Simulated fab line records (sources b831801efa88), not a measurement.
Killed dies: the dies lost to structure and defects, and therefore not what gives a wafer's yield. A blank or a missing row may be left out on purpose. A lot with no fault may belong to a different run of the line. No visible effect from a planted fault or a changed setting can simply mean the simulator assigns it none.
A struck lot beside a sound one	flow sky130	43 out of 708 route steps
Sound: wafers L326.3, L326.5, L326.6. The struck wafers were L336.1, L336.4, L336.6. The cause comes at the end.
At each step with rows: each side's tool, then ch and its chambers, then its first start. Under that, the readings that differ: sound wafers	struck wafers	difference of the means	sigmas: that difference in standard deviations of wafers without a fault.
alike: words and numbers the same on both sides, and readings whose means are apart by under 2 such deviations; not compared: readings that were withheld, readings missing a value for some wafer, numbers with overlapping values and no deviation given by the record, and bounds like >300 which may hide the same value.
Wherever a step has rows on one side only, a row that says differs or no value, or a row with sigmas, the two part there. Numbers that have no deviation but don't overlap get no sigmas and don't part them. Lack of a reading on every wafer of one side parts them only where that side has two or more wafers.

first, 5 steps without rows for these wafers: SKY_POLY_GATE_COAT_08 (resist thk 450 nm); SKY_POLY_GATE_SOFTBAKE_09 (time 90 s); SKY_POLY_GATE_EXPOSE_10 (exposes mask P1M, target cd 150 nm); SKY_POLY_GATE_PEB_11; SKY_POLY_GATE_DEVELOP_12 (develop time 60 s).
SKY_POLY_GATE_CD_MEAS_13: the cd target is 150 nm.
  sound on cd_sem-01 at day 18 07:22; struck on cd_sem-01 at day 21 21:07
  alike: cd_nm
SKY_POLY_GATE_OVL_MEAS_14:
  sound on overlay-01 at day 18 07:27; struck on overlay-02 at day 21 21:14
  alike: POLY_GATE_OVL
SKY_POLY_GATE_ETCH_15: etches BARC in N2/H2, stops on SiO2, time 118.5 s, target depth 110 nm.
  sound on rie_diel-02 ch 0,2,3, day 18 07:29; struck on rie_diel-04 ch 2,3, day 21 21:17
  alike: drypump_motor_current_A, oes_product_au, throttle_valve_pct
  not compared: rf_hours_counter_h
SKY_POLY_GATE_ETCH_16: etches Si3N4 in CH3F/O2, stops on poly-Si, time 147.5 s, target depth 75 nm.
  sound on rie_diel-02 ch 0,2,3, day 18 07:34; struck on rie_diel-04 ch 2,3, day 21 21:22
  alike: ch3f_flow_sccm, drypump_motor_current_A, oes_product_au, throttle_valve_pct
  not compared: rf_hours_counter_h
SKY_POLY_GATE_ETCH_17: etches poly-Si in HBr/Cl2, stops on SiO2, target depth 180 nm, time 70.5 s.
  sound on rie_si-01 ch 0,3, day 18 07:40; struck on rie_si-02 ch 0,1,3, day 21 21:28
  alike: drypump_motor_current_A, he_backside_leak_sccm, oes_product_au, throttle_valve_pct
  not compared: rf_hours_counter_h
SKY_POLY_GATE_STRIP_18: strips in O2/N2.
  sound on plasma_asher-01 ch 0,1, day 18 07:45; struck on plasma_asher-01 ch 0,1, day 21 21:31
  alike: drypump_motor_current_A, oes_product_au, strip_time_to_endpoint_s
  not compared: rf_hours_counter_h
then, 1 step without rows for these wafers: SKY_POLY_GATE_CLEAN_19 (cleans in SC1/SC2, time 150 s).
SKY_POLY_GATE_OXIDATION_20: stabilise 600 s, purge 300 s, target thk 4 nm.
  sound on furnace-01 ch 0, day 18 10:07; struck on furnace-01 ch 0, day 21 22:15
  alike: spike_tc_centre_C, zone_power_centre_pct, zone_power_upper_pct
SKY_POLY_GATE_THK_MEAS_21:
  sound on film_metro-03 at day 18 11:23; struck on film_metro-01 at day 21 23:30
  alike: POLY_GATE_OXIDATION_THK
SKY_POLY_GATE_CD_MEAS_22:
  sound on cd_sem-01 at day 18 11:29; struck on cd_sem-02 at day 21 23:34
  alike: cd_nm
then, 7 steps without rows for these wafers: SKY_LDD_N_DEHYDRATE_00 (time 60 s); SKY_LDD_N_HMDS_01 (prime time 60 s); SKY_LDD_N_COAT_02 (resist thk 300 nm); SKY_LDD_N_SOFTBAKE_03 (time 60 s); SKY_LDD_N_EXPOSE_04 (exposes mask NTM, target cd 840 nm); SKY_LDD_N_PEB_05; SKY_LDD_N_DEVELOP_06 (develop time 60 s).
SKY_LDD_N_OVL_MEAS_07:
  sound on overlay-01 at day 19 18:25; struck on overlay-02 at day 23 06:15
  alike: LDD_N_OVL
then, 8 steps without rows for these wafers: SKY_LDD_N_IMPLANT_08; SKY_LDD_N_IMPLANT_09; SKY_LDD_N_IMPLANT_10; SKY_LDD_N_IMPLANT_11; SKY_LDD_N_IMPLANT_12; SKY_LDD_N_IMPLANT_13; SKY_LDD_N_IMPLANT_14; SKY_LDD_N_IMPLANT_15.
SKY_LDD_N_STRIP_16: strips in O2/N2.
  sound on plasma_asher-03 ch 0,1, day 19 19:40; struck on plasma_asher-02 ch 0,1, day 23 07:29
  alike: drypump_motor_current_A, oes_product_au, strip_time_to_endpoint_s
  not compared: rf_hours_counter_h
SKY_LDD_N_TW_MEAS_17:
  sound on film_metro-01 at day 19 19:46; struck on film_metro-04 at day 23 07:35
  alike: LDD_N_TW
then, 7 steps without rows for these wafers: SKY_LDD_P_DEHYDRATE_00 (time 60 s); SKY_LDD_P_HMDS_01 (prime time 60.99 s); SKY_LDD_P_COAT_02 (resist thk 1140 nm); SKY_LDD_P_SOFTBAKE_03 (time 60 s); SKY_LDD_P_EXPOSE_04 (exposes mask PSDM, target cd 380 nm); SKY_LDD_P_PEB_05; SKY_LDD_P_DEVELOP_06 (develop time 60 s).
SKY_LDD_P_CD_MEAS_07: the cd target is 380 nm.
  sound on cd_sem-01 at day 21 01:52; struck on cd_sem-02 at day 24 13:24
reading	sound	struck	difference	sigmas
cd_nm (nm)	376.9 377.3 377.1	380.8 382.4 384.2	+5.4	+2
SKY_LDD_P_OVL_MEAS_08:
  sound on overlay-02 at day 21 01:57; struck on overlay-02 at day 24 13:31
reading	sound	struck	difference	sigmas
LDD_P_OVL (nm)	1.7 0.0 2.4	-2.0 -1.0 -1.1	-2.7	-2
-- the record jumps here: 25 days lie between the struck wafers' starts before and after (it left off in module LDD_P and takes up again in module PAD_OPEN, whose first step shown is number 708 of the route) --
SKY_PAD_OPEN_PROBE_99:
  the record has rows for the struck wafers here (prober-02, day 49 10:16) and none for the sound ones

WHERE THEY PART
At SKY_LDD_P_CD_MEAS_07 first; at SKY_PAD_OPEN_PROBE_99 last (within this record only).

WHY: the cause the simulator had injected
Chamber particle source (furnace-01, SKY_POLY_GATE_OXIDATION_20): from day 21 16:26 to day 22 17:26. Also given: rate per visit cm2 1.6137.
